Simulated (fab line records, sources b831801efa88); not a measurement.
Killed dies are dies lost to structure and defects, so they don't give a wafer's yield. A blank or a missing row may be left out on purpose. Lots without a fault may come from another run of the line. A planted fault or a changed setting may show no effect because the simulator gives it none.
Chamber matching | flow sky130 | SKY_FIELD_ISO_CMP_27 on cmp-02: 4 sister chambers
The step polishes, stops on Si3N4, t overpolish 16 s, target thk 457.8 nm. 7 wafers are shown with their chamber, then 7 later ones without.

WAFERS WITH THEIR CHAMBER
wafer  | chamber | time_to_endpoint_s (s) | motor_current_A (A)
L340.4 | 3       | 115                    | 12.2
L342.3 | 0       | 115                    | 12.0
L342.5 | 2       | 113                    | 12.2
L342.6 | 3       | 113                    | 12.2
L344.2 | 0       | 119                    | 12.7
L345.3 | 1       | 113                    | 11.5
L345.5 | 1       | 115                    | 11.3

WAFERS WITHOUT THEIR CHAMBER
wafer  | time_to_endpoint_s (s) | motor_current_A (A)
L345.6 | 111                    | 11.4
L346.2 | 110                    | 12.7
L346.3 | 107                    | 11.6
L346.6 | 106                    | 12.1
L350.1 | 113                    | 11.5
L350.2 | 112                    | 12.1
L350.6 | 116                    | 11.9

WHICH CHAMBER EACH WENT THROUGH
wafer  | from the rows above               | in truth
L345.6 | can't be placed: 1 or 2 or 3      | 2
L346.2 | can't be placed: 2 or 3 or 0      | 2
L346.3 | can't be placed: 1 or 2 or 3      | 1
L346.6 | can't be placed: 2 or 3 or 1      | 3
L350.1 | can't be placed: 1 or 2 or 3      | 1
L350.2 | can't be placed: 2 or 3 or 1      | 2
L350.6 | can't be placed: 3 or 0 or 2 or 1 | 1
Placed correctly: 0 of 7. Can't be placed from these rows: 7 (the true chamber is among the candidates in 7). Placed wrongly: 0.
How it was worked out, from the rows above alone: a wafer's distance from a chamber is the root of the sum, over the readings, of the square of ((its reading less the chamber's mean) divided by the reading's scatter). The wafer belongs to the nearest chamber; if the next one is less than 2 further off, it can't be placed. A chamber's mean is the mean of its shown wafers. The scatter: the root of (the sum of the squares of (reading less its chamber's mean) over the shown wafers, divided by (wafers less chambers)).
